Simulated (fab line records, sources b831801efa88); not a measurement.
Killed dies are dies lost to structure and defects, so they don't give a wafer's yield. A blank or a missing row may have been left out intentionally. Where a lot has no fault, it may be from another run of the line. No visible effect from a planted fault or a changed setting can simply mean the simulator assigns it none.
Chamber matching -- flow sky130 -- SKY_VIA1_CMP_24 on cmp-01 has 4 sister chambers
The step polishes, stops on SiO2, t overpolish 15 s, target thk 0 nm. 18 wafers are shown with their chamber, then 9 later ones without.

## WAFERS PAIRED WITH THEIR CHAMBERS
wafer,chamber,time_to_endpoint_s (s),motor_current_A (A),slurry_filter_dp_kPa (kPa)
L547.2,3,72,11.3,13.41
L547.3,1,57,11.3,13.39
L547.4,0,66,11.4,13.46
L549.1,1,63,11.2,13.43
L549.2,3,71,11.4,13.57
L549.4,2,69,10.6,13.61
L552.1,1,62,11.6,13.34
L552.4,2,68,10.5,13.19
L552.5,3,69,10.6,13.29
L553.2,1,64,11.0,13.47
L553.4,0,71,11.6,13.48
L553.6,3,74,10.6,13.33
L557.1,0,66,11.4,13.78
L557.3,1,58,11.9,13.40
L557.6,1,60,11.7,13.59
L559.1,3,74,11.1,13.50
L559.3,2,71,11.3,13.40
L559.4,0,71,11.7,13.73

SIGNATURES, as means of the wafers listed above
reading,chamber 0,chamber 1,chamber 2,chamber 3,scatter within a chamber
time_to_endpoint_s,68.50,60.67,69.33,72.00,2.49
motor_current_A,11.525,11.450,10.800,11.000,0.338
slurry_filter_dp_kPa,13.6125,13.4367,13.4000,13.4200,0.137
Rule: a wafer lies at a distance from a chamber equal to the root of the sum of squares, over the readings, of (its reading less the chamber's mean, divided by the reading's scatter). If the next closest chamber is less than 2 further off than the closest, the wafer can't be placed; otherwise it belongs to the closest. The scatter: the root of (the sum of the squares of (reading less its chamber's mean) over the shown wafers, divided by (wafers less chambers)).

## WAFERS WITHOUT THEIR CHAMBER
wafer,time_to_endpoint_s (s),motor_current_A (A),slurry_filter_dp_kPa (kPa)
L561.2,67,11.2,13.30
L561.3,67,10.7,13.31
L561.6,67,11.9,13.47
L562.1,69,11.8,13.44
L562.2,69,10.9,13.43
L562.5,72,10.9,13.21
L566.2,59,11.4,13.29
L566.4,70,10.1,13.44
L566.5,60,11.5,13.34

## WHICH CHAMBER EACH WENT THROUGH
wafer,from the rows above,in truth
L561.2,can't be placed: 2 or 3 or 0 or 1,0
L561.3,can't be placed: 2 or 3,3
L561.6,can't be placed: 0 or 1 or 3 or 2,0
L562.1,can't be placed: 0 or 3 or 2 or 1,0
L562.2,can't be placed: 2 or 3 or 0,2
L562.5,can't be placed: 3 or 2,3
L566.2,1,1
L566.4,can't be placed: 2 or 3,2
L566.5,1,1
Placed correctly: 2 of 9. Cannot be placed on the basis of these rows: 7; the candidates contain the true chamber in 7. 0 placed wrongly.
